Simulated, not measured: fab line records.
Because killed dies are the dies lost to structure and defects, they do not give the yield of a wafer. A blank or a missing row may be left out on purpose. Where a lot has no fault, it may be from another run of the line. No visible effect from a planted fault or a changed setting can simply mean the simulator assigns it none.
8D (eight disciplines) problem report, filled in by code ; flow sky130 ; the parts of the form that need people (team, actions taken, sign-off) are left out

== 1. THE PROBLEM ==
NWELL_RS at SKY_NWELL_RS_MEAS_29 reads a mean of 650.2 ohm/sq on 6 wafers of 2 lots; wafers without a fault read 624.4 ohm/sq with a standard deviation of 2. Measured from the usual mean, that is +13 standard deviations.
The step: measures by four-point-probe.
Seen first at day 8 00:43 on film-metro-04, wafer L456.1. At this step, 42 wafers from 14 lots have a number in the record. By rule, "out" or "out of limits" means more than 4 standard deviations away from the usual mean. The other wafers with a number count as sound.

== 2. WHAT IT IS, WHAT IT ISN'T ==
question;is;is not
which readings at this step;NWELL_RS;-
which lots;L456, L457;L445, L446, L447, L448, L450, L458, L459, L462, L463, L464, L465, L466
which wafers of those lots;all that have a number;-
read on which gauges;film-metro-04;film-metro-02, film-metro-03
when;from day 8 00:43;"up to then (15 sound wafers); but 21 sound wafers of L458, L459, L462, L463, L464, L465, L466 came after"

== 3. WHAT RULES OUT EACH SUSPECT ==
Counting: a tool at any process step up to the reading remains a suspect when it ran all the lots that are out and ran no sound lot after the first of those.
- the gauge at SKY_NWELL_RS_MEAS_29: kept. All the wafers that are out were read on film-metro-04, and no step on other tools shows them out.
- rie-si-01 at SKY_FIELD_ISO_ETCH_17 (etches Si in HBr/Cl2/O2, target depth 342 nm, time 97.7 s): ruled out as a lasting fault. Sound lots L459, L463, L464, L466 ran on it after its first lot that is out, L456 (day 4 15:32).
- implanter-03 at SKY_NWELL_IMPLANT_13: ruled out as a lasting fault. Sound lots L459, L463, L465 ran on it after its first lot that is out, L456 (day 7 05:15).
Remaining after the count: film-metro-04 at SKY_NWELL_RS_MEAS_29.

== 4. THE CAUSE (what the simulator had put in) ==
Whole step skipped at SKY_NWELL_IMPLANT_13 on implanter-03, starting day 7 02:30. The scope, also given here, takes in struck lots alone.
The count ruled it out by mistake, since the rule takes a fault to strike every lot its tool runs from the start of the fault on, and this one did not do so.

== 5. THE CHAIN OF EFFECTS, in route order ==
Each row: a reading where the mean over the struck wafers with a number is more than 3 standard deviations away from the usual. Readings are gone through only where the record gives a usual standard deviation; hours: the median, over the lots, of the time from a lot's start at the first step in this table giving one to that lot's start at this step; sigmas: the change measured in usual standard deviations.
hours;step;reading;usual;on struck wafers;change;sigmas
0;SKY_NWELL_RS_MEAS_29;NWELL_RS;624.4 ohm/sq;650.2;+25.8;+13
Readings that are blank on the struck wafers while sound wafers have them: beam-energy-keV at SKY_NWELL_IMPLANT_13; beam-on-s at SKY_NWELL_IMPLANT_13; end-station-pressure-torr at SKY_NWELL_IMPLANT_13.

== 6. WHAT WOULD HAVE CAUGHT IT SOONER ==
Counted from the fault's start at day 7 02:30, it took 22 hours until the first out-of-limits reading at a measuring or inspecting step in this record, taken at day 8 00:43.
At SKY_NWELL_IMPLANT_13 the tool's readings are blank on the struck wafers, where sound wafers have them: an empty tool record is the first sign, and it was there at once.
